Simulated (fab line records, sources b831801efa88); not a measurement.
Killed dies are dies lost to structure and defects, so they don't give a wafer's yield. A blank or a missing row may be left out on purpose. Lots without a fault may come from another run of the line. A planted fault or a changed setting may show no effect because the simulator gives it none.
Which tool did it? | flow sky130 | 24 lots, 72 wafers sampled, at 5 steps of a route of 708

WHAT THE GAUGES READ, wafer by wafer
SKY_VIA1_CD_MEAS_12: target cd 150 nm.
lot  | measured     | on        | cd_nm (nm)
L075 | day 34 14:50 | cd_sem-01 | 152.4 151.1 152.2
L074 | day 34 18:17 | cd_sem-01 | 149.2 149.6 149.3
L076 | day 35 04:17 | cd_sem-02 | 148.9 149.7 148.2
L077 | day 35 08:22 | cd_sem-01 | 150.3 149.8 149.0
L078 | day 35 16:43 | cd_sem-02 | 151.8 151.2 149.9
L079 | day 35 19:41 | cd_sem-02 | 151.6 152.6 151.5
L080 | day 36 06:50 | cd_sem-01 | 150.1 151.2 148.4
L081 | day 36 08:56 | cd_sem-01 | 151.3 152.2 153.1
L082 | day 36 17:14 | cd_sem-01 | 146.4 146.9 146.1
L083 | day 36 23:17 | cd_sem-02 | 153.2 151.7 153.6
L084 | day 37 06:10 | cd_sem-01 | 150.8 150.6 150.3
L085 | day 37 15:59 | cd_sem-02 | 150.4 150.5 149.3
L086 | day 37 21:43 | cd_sem-02 | 148.2 147.7 148.6
L087 | day 38 04:40 | cd_sem-01 | 150.0 150.1 149.9
L088 | day 38 16:18 | cd_sem-02 | 150.1 151.3 150.2
L089 | day 38 19:35 | cd_sem-02 | 148.3 147.3 147.9
L090 | day 39 10:07 | cd_sem-01 | 153.3 151.4 152.8
L091 | day 39 14:28 | cd_sem-02 | 150.5 151.0 150.1
L093 | day 39 17:35 | cd_sem-02 | 151.4 152.3 150.5
L092 | day 39 20:37 | cd_sem-02 | 149.1 146.4 148.8
L094 | day 40 01:43 | cd_sem-01 | 150.7 151.9 150.4
L095 | day 40 17:37 | cd_sem-01 | 150.1 150.7 150.6
L096 | day 41 01:47 | cd_sem-02 | 149.6 151.4 151.2
L097 | day 41 11:22 | cd_sem-01 | 152.0 151.5 150.6

SKY_VIA1_OVL_MEAS_13.
lot  | measured     | on         | VIA1_OVL (nm)
L075 | day 34 14:55 | overlay-01 | 2 -7 -11
L074 | day 34 18:24 | overlay-01 | 3 1 1
L076 | day 35 04:24 | overlay-02 | -4 12 9
L077 | day 35 08:29 | overlay-01 | -1 -4 -2
L078 | day 35 16:50 | overlay-02 | -8 -2 -10
L079 | day 35 19:48 | overlay-01 | 6 7 11
L080 | day 36 06:57 | overlay-02 | -1 -13 1
L081 | day 36 09:01 | overlay-01 | 0 -10 5
L082 | day 36 17:19 | overlay-01 | 4 5 6
L083 | day 36 23:24 | overlay-02 | -3 8 4
L084 | day 37 06:15 | overlay-01 | 3 3 -6
L085 | day 37 16:07 | overlay-02 | -8 -8 -1
L086 | day 37 21:50 | overlay-02 | 1 6 0
L087 | day 38 04:45 | overlay-02 | 4 8 6
L088 | day 38 16:25 | overlay-02 | -8 0 -3
L089 | day 38 19:40 | overlay-02 | 6 -4 2
L090 | day 39 10:14 | overlay-02 | 4 7 6
L091 | day 39 14:35 | overlay-01 | 1 -2 0
L093 | day 39 17:42 | overlay-02 | 4 2 7
L092 | day 39 20:44 | overlay-01 | -7 3 2
L094 | day 40 01:50 | overlay-02 | 1 -11 2
L095 | day 40 17:44 | overlay-02 | 3 1 5
L096 | day 41 01:54 | overlay-02 | 5 14 15
L097 | day 41 11:28 | overlay-01 | 6 -2 2

SKY_VIA2_OVL_MEAS_13.
lot  | measured     | on         | VIA2_OVL (nm)
L075 | day 36 21:40 | overlay-02 | 4 -5 -2
L074 | day 37 02:12 | overlay-01 | 9 6 8
L076 | day 37 11:50 | overlay-02 | -5 -8 -4
L077 | day 37 16:20 | overlay-01 | 2 -6 -1
L078 | day 37 23:38 | overlay-01 | 4 4 5
L079 | day 38 01:32 | overlay-02 | -7 -4 -10
L080 | day 38 13:38 | overlay-01 | -7 4 -4
L081 | day 38 15:52 | overlay-01 | -3 1 0
L082 | day 38 23:58 | overlay-02 | -4 -23 -15
L083 | day 39 05:18 | overlay-01 | -6 -6 -6
L084 | day 39 11:24 | overlay-02 | -1 2 -1
L085 | day 39 21:50 | overlay-02 | -6 1 -2
L086 | day 40 03:15 | overlay-02 | -1 -5 -5
L087 | day 40 09:51 | overlay-02 | -2 -6 3
L088 | day 40 21:29 | overlay-01 | 4 -2 0
L089 | day 41 00:58 | overlay-01 | 4 1 3
L090 | day 41 13:45 | overlay-01 | 6 6 0
L091 | day 41 17:51 | overlay-01 | 9 3 5
L093 | day 41 22:02 | overlay-01 | -9 -5 -7
L092 | day 42 00:21 | overlay-01 | -9 -2 7
L094 | day 42 05:23 | overlay-01 | -9 -2 -5
L095 | day 42 19:57 | overlay-01 | 1 -3 6
L096 | day 43 04:20 | overlay-01 | -10 -12 -2
L097 | day 43 13:37 | overlay-01 | 4 -5 -2

WHICH TOOL RAN EACH LOT (tool, then ch and the chambers of the sampled wafers, then the start)
lot  | SKY_CONTACT_CMP_04            | SKY_METAL2_DESCUM_17
L075 | cmp-01 ch 0,1,2, day 31 03:17 | rie_metal-04 ch 0,1, day 35 19:05
L074 | cmp-02 ch 1,2,3, day 31 05:52 | rie_metal-04 ch 0,1, day 35 22:41
L076 | cmp-01 ch 0,1,2, day 31 15:46 | rie_metal-04 ch 0,1, day 36 08:41
L077 | cmp-01 ch 0,2,3, day 31 20:01 | rie_metal-01 ch 0,1, day 36 12:53
L078 | cmp-01 ch 1,2,3, day 32 05:05 | rie_metal-04 ch 0,1, day 36 20:26
L079 | cmp-01 ch 1,3, day 32 08:31   | rie_metal-01 ch 0,1, day 36 22:47
L080 | cmp-01 ch 0,2,3, day 32 19:16 | rie_metal-04 ch 0,1, day 37 10:49
L081 | cmp-02 ch 2,3, day 32 21:33   | rie_metal-04 ch 0,1, day 37 12:35
L082 | cmp-02 ch 2,3, day 33 06:45   | rie_metal-04 ch 0,1, day 37 20:44
L083 | cmp-02 ch 0,2,3, day 33 13:40 | rie_metal-04 ch 0,1, day 38 03:14
L084 | cmp-02 ch 0,1, day 33 19:31   | rie_metal-03 ch 0,1, day 38 09:11
L085 | cmp-01 ch 0,2,3, day 34 05:44 | rie_metal-01 ch 0,1, day 38 19:35
L086 | cmp-02 ch 2,3, day 34 11:47   | rie_metal-01 ch 0,1, day 39 00:20
L087 | cmp-02 ch 1,2,3, day 34 18:19 | rie_metal-04 ch 0,1, day 39 07:53
L088 | cmp-01 ch 0,2, day 35 07:27   | rie_metal-01 ch 0,1, day 39 18:55
L089 | cmp-02 ch 0,2,3, day 35 09:57 | rie_metal-03 ch 1, day 39 22:37
L090 | cmp-02 ch 0,1,3, day 36 02:34 | rie_metal-01 ch 0,1, day 40 12:08
L091 | cmp-01 ch 0,1,3, day 36 07:07 | rie_metal-03 ch 0,1, day 40 16:37
L093 | cmp-02 ch 0,1,2, day 36 09:19 | rie_metal-01 ch 1, day 40 20:16
L092 | cmp-02 ch 0,1,2, day 36 12:23 | rie_metal-04 ch 0,1, day 40 22:44
L094 | cmp-01 ch 0,1,3, day 36 18:49 | rie_metal-04 ch 0,1, day 41 04:08
L095 | cmp-01 ch 0,1,2, day 37 11:12 | rie_metal-04 ch 0, day 41 19:26
L096 | cmp-02 ch 0,1,3, day 37 18:33 | rie_metal-03 ch 0,1, day 42 03:41
L097 | cmp-01 ch 2,3, day 38 05:46   | rie_metal-01 ch 0,1, day 42 12:59
- SKY_CONTACT_CMP_04: polishes SiO2.
- SKY_METAL2_DESCUM_17: chemistry O2, time 8 s.

WHAT THE TOOLS THEMSELVES READ (means of the sampled wafers that have a number; where no wafer has one, the mark that the record gives instead)
SKY_CONTACT_CMP_04.
lot  | tool   | motor_current_A (A) | time_to_endpoint_s (s)
L075 | cmp-01 | 12.1                | 89
L074 | cmp-02 | 13.3                | 81
L076 | cmp-01 | 11.7                | 84
L077 | cmp-01 | 12.1                | 81
L078 | cmp-01 | 12.3                | 85
L079 | cmp-01 | 12.4                | 83
L080 | cmp-01 | 12.1                | 82
L081 | cmp-02 | 12.9                | 81
L082 | cmp-02 | 12.8                | 82
L083 | cmp-02 | 12.0                | 85
L084 | cmp-02 | 11.7                | 82
L085 | cmp-01 | 11.8                | 85
L086 | cmp-02 | 12.6                | 81
L087 | cmp-02 | 13.2                | 81
L088 | cmp-01 | 11.8                | 80
L089 | cmp-02 | 12.2                | 82
L090 | cmp-02 | 12.3                | 87
L091 | cmp-01 | 12.3                | 84
L093 | cmp-02 | 12.7                | 82
L092 | cmp-02 | 13.0                | 81
L094 | cmp-01 | 12.2                | 79
L095 | cmp-01 | 12.0                | 85
L096 | cmp-02 | 12.3                | 80
L097 | cmp-01 | 12.2                | 88

SKY_METAL2_DESCUM_17.
lot  | tool         | drypump_motor_current_A (A) | oes_product_au (a.u.)
L075 | rie_metal-04 | 5.6                         | 0.996
L074 | rie_metal-04 | 5.6                         | 0.992
L076 | rie_metal-04 | 6.0                         | 1.005
L077 | rie_metal-01 | 5.5                         | 0.998
L078 | rie_metal-04 | 5.6                         | 1.002
L079 | rie_metal-01 | 5.6                         | 0.995
L080 | rie_metal-04 | 6.0                         | 1.000
L081 | rie_metal-04 | 6.0                         | 1.005
L082 | rie_metal-04 | 5.7                         | 0.993
L083 | rie_metal-04 | 6.0                         | 1.002
L084 | rie_metal-03 | 5.6                         | 0.992
L085 | rie_metal-01 | 5.4                         | 0.993
L086 | rie_metal-01 | 5.4                         | 0.998
L087 | rie_metal-04 | 5.7                         | 0.996
L088 | rie_metal-01 | 5.4                         | 0.992
L089 | rie_metal-03 | 5.7                         | 0.999
L090 | rie_metal-01 | 5.4                         | 0.999
L091 | rie_metal-03 | 5.6                         | 0.994
L093 | rie_metal-01 | 5.7                         | 0.981
L092 | rie_metal-04 | 6.0                         | 1.006
L094 | rie_metal-04 | 5.7                         | 1.000
L095 | rie_metal-04 | 6.4                         | 1.003
L096 | rie_metal-03 | 5.6                         | 0.989
L097 | rie_metal-01 | 5.6                         | 0.990

THE ANSWER, worked out from the rows above alone
Rule: what is usual is taken from the lots themselves. Put in order of their means at a reading, lots are off if they are a third of the lots or fewer, leave a main group of 4 or more, and stand apart from it by a gap of 3 or more times the standard deviation of the main group's means; of several such gaps the widest counts. A main group whose means are all the same, to the digits that the tables above print for the reading, isn't used. A lot without any number at a reading at which 4 lots or more have one is off too. The other lots that the step has rows for count as sound. The gauges are gone through in route order, then the tools' own readings, and for those a lot's mean is taken as printed above. The first step at which some lot is off is used, and at that step the reading that is off furthest; a lot without a number counts as furthest.
No lot is off at any reading shown: from this, nothing can be told.

WHAT THE SIMULATOR HAD PUT IN
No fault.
